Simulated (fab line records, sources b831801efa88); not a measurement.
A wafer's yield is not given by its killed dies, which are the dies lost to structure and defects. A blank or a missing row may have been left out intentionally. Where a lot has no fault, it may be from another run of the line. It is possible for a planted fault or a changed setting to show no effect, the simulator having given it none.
A lot that was struck, set against a sound lot ; flow sky130 ; 14 out of 708 route steps
Sound: the wafers L938.1, L938.2, L938.4. Wafers struck: L950.1, L950.5, L950.6. At the end, the cause is stated.
At each step with rows: each side's tool, then ch and its chambers, then its first start. Under that, the readings that differ: sound wafers ; struck wafers ; difference of the means ; sigmas: that difference in standard deviations of wafers without a fault.
alike: words and numbers the same on both sides, and readings whose means are apart by under 2 such deviations; not compared: readings that were withheld, readings missing a value for some wafer, numbers with overlapping values and no deviation given by the record, and bounds like >300 which may hide the same value.
Wherever a step has rows on one side only, a row that says differs or no value, or a row with sigmas, the two part there. When numbers do not overlap yet have no deviation, they are printed without sigmas and do not part them. Lack of a reading on every wafer of one side parts them only where that side has two or more wafers.

first, 1 step without rows for these wafers: SKY_POLY_CUT_DEVELOP_07 (develop time 60 s).
SKY_POLY_CUT_CD_MEAS_08: the cd target is 270 nm.
  struck on cdSem-01, day 29 13:25; sound on cdSem-02, day 25 18:46
reading;sound;struck;difference;sigmas
cdNm (nm);270.9 271.5 269.8;267.3 267.9 267.8;-3.1;-2
SKY_POLY_CUT_OVL_MEAS_09:
  struck on overlay-02, day 29 13:32; sound on overlay-01, day 25 18:53
  alike: POLY_CUT_OVL
SKY_POLY_CUT_ETCH_10: etches BARC in N2/H2, stops on SiO2, time 45.9 s, target depth 60 nm.
  sound on rieDiel-02 ch 0,2,3, day 25 18:55; struck on rieDiel-01 ch 0,1,3, day 29 13:34
  alike: drypumpMotorCurrentA, oesProductAu, throttleValvePct
  not compared: rfHoursCounterH
SKY_POLY_CUT_ETCH_11: etches Si3N4 in CF4/CH2F2/Ar, stops on poly-Si, time 42.5 s, target depth 60 nm.
  sound on rieDiel-02 ch 0,2,3, day 25 18:58; struck on rieDiel-01 ch 0,1,3, day 29 13:37
  alike: drypumpMotorCurrentA, oesProductAu, throttleValvePct
  not compared: rfHoursCounterH
SKY_POLY_CUT_STRIP_12: strips in O2/N2.
  sound on plasmaAsher-02 ch 0,1, day 25 19:00; struck on plasmaAsher-01 ch 0,1, day 29 13:39
  alike: drypumpMotorCurrentA, oesProductAu, stripTimeToEndpointS
  not compared: rfHoursCounterH
then, 6 steps without rows for these wafers: SKY_SD_P_DEHYDRATE_00 (time 60 s); SKY_SD_P_HMDS_01 (prime time 60 s); SKY_SD_P_COAT_02 (resist thk 1140 nm); SKY_SD_P_SOFTBAKE_03 (time 60 s); SKY_SD_P_EXPOSE_04 (exposes mask PSDM, target cd 380 nm); SKY_SD_P_PEB_05.
SKY_SD_P_DEVELOP_06: develop time 60 s.
  sound on lithoTrack-02 ch 0, day 26 23:25; struck on lithoTrack-01, day 30 17:12
  no value came back on the struck wafers for chillPlateTempC (C), developTimeS (s), resistLineTempC (C); on the sound wafers chillPlateTempC (C) reads 22.83 22.67 22.97
SKY_SD_P_CD_MEAS_07: the cd target is 380 nm.
  struck on cdSem-02, day 30 17:21; sound on cdSem-01, day 26 23:43
reading;sound;struck;difference;sigmas
cdNm (nm);386 388 384;- - -;no value on the struck wafers;

WHERE THEY PART
At SKY_POLY_CUT_CD_MEAS_08 first; at SKY_SD_P_CD_MEAS_07 last (within this record only).

WHY: what the simulator had put in
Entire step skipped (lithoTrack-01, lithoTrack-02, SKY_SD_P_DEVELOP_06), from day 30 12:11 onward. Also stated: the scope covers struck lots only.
